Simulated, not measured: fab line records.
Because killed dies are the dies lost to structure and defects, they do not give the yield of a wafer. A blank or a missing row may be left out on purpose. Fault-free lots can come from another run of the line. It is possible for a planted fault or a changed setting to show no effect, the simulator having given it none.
Which tool is to blame? ; flow gf180mcu ; 13 lots, 39 wafers sampled, at 6 steps of a route of 602

== WHAT THE GAUGES READ, wafer by wafer ==
GF_HV_LDD_TW_MEAS_11. Usual: HV_LDD_TW 2387, standard deviation 21.
lot;measured;on;HV_LDD_TW;flag
L808;day 10 12:08;film-metro-02;2368 2384 2389;
L809;day 10 14:09;film-metro-03;2369 2366 2378;
L810;day 11 04:59;film-metro-01;2426 2423 2425;
L811;day 11 16:21;film-metro-01;2415 2402 2421;
L812;day 12 02:27;film-metro-01;2401 2427 2428;
L815;day 13 01:10;film-metro-02;2358 2366 2339;
L817;day 13 17:39;film-metro-02;2363 2363 2357;
L818;day 13 18:54;film-metro-02;2366 2355 2373;
L820;day 14 05:10;film-metro-01;2478 2474 2474;OFF
L821;day 14 04:37;film-metro-01;2386 2389 2393;
L822;day 15 00:30;film-metro-01;2381 2385 2397;
L825;day 15 09:29;film-metro-01;2476 2476 2467;OFF
L830;day 16 19:22;film-metro-03;2382 2391 2371;

GF_HV_LDD_CD_MEAS_19 targets a cd of 400 nm. Usual: cd-nm 399.7 nm, standard deviation 2.2.
lot;measured;on;cd-nm (nm);flag
L808;day 11 05:05;cd-sem-01;401.3 402.6 403.8;
L809;day 11 07:06;cd-sem-02;395.4 396.8 396.1;
L810;day 11 22:00;cd-sem-02;400.6 399.7 397.1;
L811;day 12 08:48;cd-sem-02;399.4 399.1 400.4;
L812;day 12 19:03;cd-sem-01;403.0 401.8 402.2;
L815;day 13 21:22;cd-sem-02;400.5 398.7 400.4;
L817;day 14 13:41;cd-sem-01;400.6 400.9 398.7;
L818;day 14 15:51;cd-sem-01;399.7 401.1 399.8;
L820;day 15 01:25;cd-sem-01;396.8 398.8 398.4;
L821;day 15 01:05;cd-sem-01;401.2 399.6 399.2;
L822;day 15 22:09;cd-sem-01;399.4 399.4 401.7;
L825;day 16 07:16;cd-sem-01;396.8 403.6 400.6;
L830;day 17 18:16;cd-sem-01;399.2 398.8 398.6;

GF_HV_LDD_OVL_MEAS_32. Usual: HV_LDD_02_OVL 0.1 nm, standard deviation 1.4.
lot;measured;on;HV_LDD_02_OVL (nm);flag
L808;day 11 22:58;overlay-02;1.0 1.4 0.3;
L809;day 12 00:04;overlay-02;1.6 1.8 2.5;
L810;day 12 15:25;overlay-02;1.9 1.3 4.3;
L811;day 13 03:55;overlay-02;-2.0 -1.6 0.3;
L812;day 13 14:49;overlay-01;0.0 -0.9 -0.3;
L815;day 14 18:49;overlay-02;-0.3 -0.5 0.0;
L817;day 15 10:04;overlay-01;-1.7 -1.8 -2.6;
L818;day 15 13:22;overlay-02;2.6 3.1 1.5;
L820;day 15 23:37;overlay-01;-1.0 -1.2 1.1;
L821;day 15 23:18;overlay-02;-0.4 0.5 -1.2;
L822;day 16 20:18;overlay-01;-1.8 -1.0 0.0;
L825;day 17 05:59;overlay-02;1.8 1.6 0.1;
L830;day 18 18:16;overlay-02;0.5 1.1 0.8;

GF_HV_LDD_RS_MEAS_53: measurement is done with a four-point probe. Usual: HV_LDD_RS 418.4 ohm/sq, standard deviation 1.2.
lot;measured;on;HV_LDD_RS (ohm/sq);flag
L808;day 12 16:46;film-metro-02;419.5 418.9 418.7;
L809;day 12 17:44;film-metro-02;420.8 420.4 419.8;
L810;day 13 12:05;film-metro-01;418.6 417.5 417.0;
L811;day 14 01:19;film-metro-02;419.7 419.7 418.7;
L812;day 14 11:46;film-metro-03;419.8 419.1 420.9;
L815;day 15 17:20;film-metro-03;417.7 417.0 419.2;
L817;day 16 09:13;film-metro-03;419.0 419.5 420.5;
L818;day 16 13:28;film-metro-01;417.6 417.3 417.4;
L820;day 16 22:48;film-metro-01;414.4 413.4 413.9;OFF
L821;day 16 22:41;film-metro-03;416.5 417.3 418.2;
L822;day 17 21:02;film-metro-01;418.2 418.0 416.9;
L825;day 18 06:11;film-metro-01;416.6 414.9 414.7;
L830;day 19 19:17;film-metro-02;418.8 419.2 419.4;

== TOOL THAT RAN EACH LOT (tool first, then ch and the chambers of the sampled wafers, then the start) ==
lot;GF_VT_IMPLANT_STRIP_09;GF_HV_LDD_IMPLANT_09
L808;plasma-asher-04 ch 0,1, day 5 21:17;implanter-04 ch 0, day 10 11:53
L809;plasma-asher-01 ch 0,1, day 6 00:44;implanter-03 ch 0, day 10 13:54
L810;plasma-asher-04 ch 0,1, day 6 11:55;implanter-04 ch 0, day 11 04:47
L811;plasma-asher-04 ch 0,1, day 6 17:02;implanter-02 ch 0, day 11 16:06
L812;plasma-asher-04 ch 0,1, day 6 23:44;implanter-04 ch 0, day 12 02:12
L815;plasma-asher-04 ch 1, day 7 14:45;implanter-03 ch 0, day 13 00:56
L817;plasma-asher-01 ch 0,1, day 8 05:32;implanter-02 ch 0, day 13 17:24
L818;plasma-asher-01 ch 0,1, day 8 10:53;implanter-02 ch 0, day 13 18:39
L820;plasma-asher-03 ch 0,1, day 8 22:35;implanter-04 ch 0, day 14 04:56
L821;plasma-asher-01 ch 0, day 9 01:59;implanter-04 ch 0, day 14 04:22
L822;plasma-asher-03 ch 1, day 9 09:22;implanter-02 ch 0, day 15 00:15
L825;plasma-asher-03 ch 0,1, day 10 02:52;implanter-04 ch 0, day 15 09:17
L830;plasma-asher-01 ch 0,1, day 11 11:30;implanter-03 ch 0, day 16 19:08
- GF_VT_IMPLANT_STRIP_09: strips in O2/N2.
- GF_HV_LDD_IMPLANT_09

== AS READ BY THE TOOLS THEMSELVES (means over the sampled wafers that have a number; for cases with no such wafer, the mark the record gives instead) ==
GF_VT_IMPLANT_STRIP_09. Usual: drypump-motor-current-A 5.81 A, standard deviation 0.14; heater-power-w 344 W, standard deviation 14; oes-product-au 0.716 a.u., standard deviation 0.0043; strip-time-to-endpoint-s 12.64 s, standard deviation 0.034.
lot;tool;drypump-motor-current-A (A);heater-power-w (W);oes-product-au (a.u.);strip-time-to-endpoint-s (s);flag
L808;plasma-asher-04;5.69;339;0.717;12.65;
L809;plasma-asher-01;5.74;351;0.714;12.62;
L810;plasma-asher-04;5.79;352;0.716;12.61;
L811;plasma-asher-04;5.71;338;0.713;12.66;
L812;plasma-asher-04;5.72;345;0.711;12.64;
L815;plasma-asher-04;5.64;333;0.717;12.62;
L817;plasma-asher-01;5.75;351;0.715;12.67;
L818;plasma-asher-01;5.75;343;0.714;12.63;
L820;plasma-asher-03;5.94;342;0.716;12.65;
L821;plasma-asher-01;5.75;357;0.717;12.64;
L822;plasma-asher-03;5.85;355;0.716;12.66;
L825;plasma-asher-03;6.03;334;0.711;12.71;
L830;plasma-asher-01;5.73;344;0.715;12.69;

GF_HV_LDD_IMPLANT_09. Usual: beam-energy-keV 39.999, standard deviation 0.013.
lot;tool;beam-energy-keV;flag
L808;implanter-04;40.015;
L809;implanter-03;39.995;
L810;implanter-04;39.994;
L811;implanter-02;40.002;
L812;implanter-04;40.001;
L815;implanter-03;39.984;
L817;implanter-02;39.987;
L818;implanter-02;40.006;
L820;implanter-04;45.619;OFF
L821;implanter-04;39.999;
L822;implanter-02;40.006;
L825;implanter-04;45.635;OFF
L830;implanter-03;40.027;

== THE ANSWER, worked out from the rows above alone ==
Rule: a lot is off if the mean of its wafers that have a number lies more than 3 standard deviations from the usual mean. A lot without any number at a reading at which 4 lots or more have one is off too. The other lots that the step has rows for count as sound. Order of review: gauges by route order, followed by the tools' own readings, for which a lot's mean as printed above is used. At the first step where some lot is off, the reading lying furthest off is the one used; lots without a number count as furthest.
Off: L820, L825, seen at GF_HV_LDD_TW_MEAS_11 (HV_LDD_TW).
A tool fits if, at a process step before that reading, it ran every lot that is off, and no sound lot after the first of them. Not tried: the gauges at GF_HV_LDD_TW_MEAS_11; whatever is off there is also off at GF_HV_LDD_IMPLANT_09, on other tools, and gauge error can't account for it. One fits: GF_HV_LDD_IMPLANT_09 on implanter-04. Its last sound lot is L821 (day 14 04:22), its first lot that is off L820 (day 14 04:56): a fault that began between those two fits.
On the lots that are off, the tool's own readings at GF_HV_LDD_IMPLANT_09 differ by more than 5 times the standard deviation of the sound lots' means, which bears it out; beam-energy-keV reads 45.627 there versus 40.001 on the sound lots.

== WHAT THE SIMULATOR HAD INSERTED ==
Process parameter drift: implanter-04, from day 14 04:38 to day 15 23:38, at GF_HV_LDD_IMPLANT_09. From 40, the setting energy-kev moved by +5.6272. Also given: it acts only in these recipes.
Lots struck among those shown: L820, L825. The rule above found the same.
